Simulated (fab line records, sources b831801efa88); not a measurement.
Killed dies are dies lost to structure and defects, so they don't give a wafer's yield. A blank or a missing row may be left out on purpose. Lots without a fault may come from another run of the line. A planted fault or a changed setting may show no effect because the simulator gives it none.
Problem report in the 8D (eight disciplines) form, filled by code | flow gf180mcu | the parts of the form that need people (team, actions taken, sign-off) are left out

1. THE PROBLEM
strip_time_to_endpoint_s at GF_DUAL_GATE_STRIP_13 reads a mean of 12.62 s on 6 wafers of 2 lots; wafers without a fault read 12.96 s with a standard deviation of 0.039. That is -8.7 standard deviations from the usual mean.
The step: strips in O2/N2.
First seen on wafer L501.4, day 12 16:19, on plasma_asher-02. The record holds 36 wafers of 12 lots with a number at this step. Rule for "out", or "out of limits": more than 4 standard deviations from the usual mean. The other wafers with a number count as sound.

2. WHAT IT IS AND WHAT IT IS NOT
question                    | is                               | is not
which readings at this step | strip_time_to_endpoint_s         | heater_power_w, oes_product_au
which lots                  | L501, L502                       | L487, L488, L490, L492, L493, L495, L504, L505, L506, L507
which wafers of those lots  | all that have a number           | -
read on which tools         | plasma_asher-01, plasma_asher-02 | plasma_asher-04
when                        | from day 12 16:19                | up to then (18 sound wafers); but 12 sound wafers of L504, L505, L506, L507 came after

3. SUSPECTS, AND WHAT RULES EACH OUT
Counting: a tool at a process step up to the reading stays a suspect if it ran every lot that is out and no sound lot after the first of them.
- litho_track-02 at GF_DUAL_GATE_COAT_06 (resist thk 1000 nm): kept. It ran every lot that is out, first L501 (day 12 06:32), and no sound lot after that; its last sound lot up to then is L492 (day 9 16:29).
Left after counting: litho_track-02 at GF_DUAL_GATE_COAT_06.

4. THE CAUSE (what the simulator had put in)
Process parameter drift: litho_track-02, from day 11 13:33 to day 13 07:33, at GF_DUAL_GATE_COAT_06. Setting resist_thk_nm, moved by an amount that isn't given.
Counting left only this tool.

5. THE CHAIN OF EFFECTS, in route order
Each row: a reading whose mean over the struck wafers that have a number lies more than 3 standard deviations from the usual. Only readings for which the record gives a usual standard deviation are gone through. hours: the time from each lot's start at the first step in this table that gives one to its start at this step, as a median over the lots. sigmas: the change in usual standard deviations.
hours | step                  | reading                  | usual   | on struck wafers | change | sigmas
0     | GF_DUAL_GATE_STRIP_13 | strip_time_to_endpoint_s | 12.96 s | 12.62            | -0.34  | -8.7
The process steps in it:
- GF_DUAL_GATE_STRIP_13: strips in O2/N2.

6. WHAT WOULD HAVE CAUGHT IT SOONER
In this record the first reading out of limits was taken at day 12 16:19, 27 hours after the fault began at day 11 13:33.
All the lots that are out (2) had begun GF_DUAL_GATE_COAT_06 on litho_track-02 by day 12 16:19. A hold on the tool at that time would have spared none of them.
